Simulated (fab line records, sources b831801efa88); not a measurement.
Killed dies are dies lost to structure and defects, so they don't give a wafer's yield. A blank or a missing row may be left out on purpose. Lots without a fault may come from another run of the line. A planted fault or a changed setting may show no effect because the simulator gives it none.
A struck lot beside a sound one | flow sky130 | 22 steps out of a route of 708
Sound: wafers L857.3, L857.4, L857.5. Struck: wafers L869.1, L869.4, L869.6. The cause comes at the end.
At each step with rows: each side's tool, then ch and its chambers, then its first start. Under that, the readings that differ: sound wafers | struck wafers | difference of the means | sigmas: that difference in standard deviations of wafers without a fault.
alike: readings whose means differ by less than 2 such deviations, and words and numbers that are the same on both sides. not compared: withheld readings, readings that some wafer has no value for, bounds like >300 that may hide the same value, and numbers for which the record gives no deviation and whose values overlap.
The two part at a step that has a row with sigmas, a row that says differs or no value, or rows on one side only. Numbers that don't overlap but have no deviation are shown without sigmas and don't part them. A reading that every wafer of one side lacks parts them only if that side has two wafers or more.

SKY_METAL4_ETCH_17: etches SiO2 in C4F8/O2/Ar, stops on TiN, time 3.9 s, target depth 15 nm.
  sound on rie_diel-04 ch 1,2,3, day 43 21:40; struck on rie_diel-03 ch 0,1,3, day 46 23:23
  alike: chamber_pressure_mTorr, oes_product_au
  not compared: rf_hours_counter_h
SKY_METAL4_METAL_ETCH_18: etches the open film in Cl2/BCl3, stops on SiO2, target depth 845 nm, time 183.1 s.
  sound on rie_metal-04 ch 0, day 43 21:47; struck on rie_metal-04 ch 0,1, day 46 23:23
  reading               | sound             | struck            | difference | sigmas
  oes_product_au (a.u.) | 0.858 0.854 0.862 | 0.879 0.876 0.874 | +0.018     | +3
  alike: chamber_pressure_mTorr, drypump_motor_current_A, throttle_valve_pct
  not compared: rf_hours_counter_h
SKY_METAL4_STRIP_19: strips in O2/N2.
  sound on plasma_asher-04 ch 0,1, day 43 22:04; struck on plasma_asher-02 ch 1, day 46 23:34
  alike: chamber_pressure_mTorr, drypump_motor_current_A, oes_product_au, strip_time_to_endpoint_s
  not compared: rf_hours_counter_h
then, 4 steps without rows for these wafers: SKY_METAL4_STRIP_20 (strips in post etch residue remover, time 1200 s); SKY_METAL4_CLEAN_21 (cleans in IPA, time 180 s); SKY_METAL4_CLEAN_22 (cleans in O3/DIW); SKY_VIA4_HDPCVD_00 (deposits SiO2, target thk 1750 nm, time 291.7 s).
SKY_VIA4_THK_MEAS_01:
  sound on film_metro-04, day 43 22:50; struck on film_metro-02, day 47 00:44
  alike: VIA4_HDPCVD_THK
SKY_VIA4_CMP_02: polishes SiO2.
  sound on cmp-02 ch 0,2, day 43 22:55; struck on cmp-02 ch 0,1,3, day 47 00:48
  alike: motor_current_A, platen_rpm
SKY_VIA4_BOW_MEAS_03:
  sound on film_metro-02, day 43 23:13; struck on film_metro-02, day 47 01:06
  alike: VIA4_BOW
then, 2 steps without rows for these wafers: SKY_VIA4_DEHYDRATE_04 (time 60 s); SKY_VIA4_HMDS_05 (prime time 60 s).
SKY_VIA4_COAT_06: resist thk 1140 nm.
  sound on litho_track-01 ch 0, day 44 10:21; struck on litho_track-02 ch 0, day 47 10:53
  reading                                   | sound          | struck         | difference | sigmas
  model.NOVOLAK_of_VIA4_COAT_06.thk_nm (nm) | 1150 1147 1149 | 1020 1021 1022 | -128       |
  alike: dispense_pressure_kPa
then, 4 steps without rows for these wafers: SKY_VIA4_SOFTBAKE_07 (time 60 s); SKY_VIA4_EXPOSE_08 (exposes mask VIM4, target cd 800 nm); SKY_VIA4_PEB_09; SKY_VIA4_DEVELOP_10 (develop time 60 s).
SKY_VIA4_OVL_MEAS_11:
  sound on overlay-02, day 44 21:48; struck on overlay-01, day 47 19:53
  alike: VIA4_OVL
SKY_VIA4_ETCH_12: etches SiO2 in C4F8/O2/Ar, stops on TiN, target depth 580 nm.
  sound on rie_diel-03 ch 1,2,3, day 44 21:49; struck on rie_diel-04 ch 0,1,3, day 47 19:55
  reading                                   | sound             | struck            | difference | sigmas
  model.NOVOLAK_of_VIA4_COAT_06.thk_nm (nm) | 1018 1013 1017    | 890.4 889.5 891.1 | -125.7     |
  model.VIA4.cd_nm (nm)                     | 799.5 800.7 801.5 | 810.2 812.5 811.8 | +10.9      |
  alike: chamber_pressure_mTorr, oes_product_au
SKY_VIA4_STRIP_13: strips in O2/N2.
  sound on plasma_asher-04 ch 0,1, day 44 21:56; struck on plasma_asher-04 ch 0,1, day 47 19:59
  reading                      | sound                | struck               | difference | sigmas
  oes_product_au (a.u.)        | 0.710 0.709 0.710    | 0.697 0.698 0.701    | -0.011     | -3
  strip_time_to_endpoint_s (s) | 12.890 12.825 12.880 | 11.461 11.465 11.461 | -1.403     | -47
  alike: chamber_pressure_mTorr, drypump_motor_current_A
  not compared: rf_hours_counter_h
then, 1 step without rows for these wafers: SKY_VIA4_STRIP_14 (strips in post etch residue remover, time 1200 s).
SKY_PAD_OPEN_PROBE_99:
  the record has rows for the sound wafers here (prober-02, day 47 17:16) and none for the struck ones

WHERE THEY PART
First at SKY_METAL4_METAL_ETCH_18; last, within this record, at SKY_PAD_OPEN_PROBE_99.

WHY: what the simulator had put in
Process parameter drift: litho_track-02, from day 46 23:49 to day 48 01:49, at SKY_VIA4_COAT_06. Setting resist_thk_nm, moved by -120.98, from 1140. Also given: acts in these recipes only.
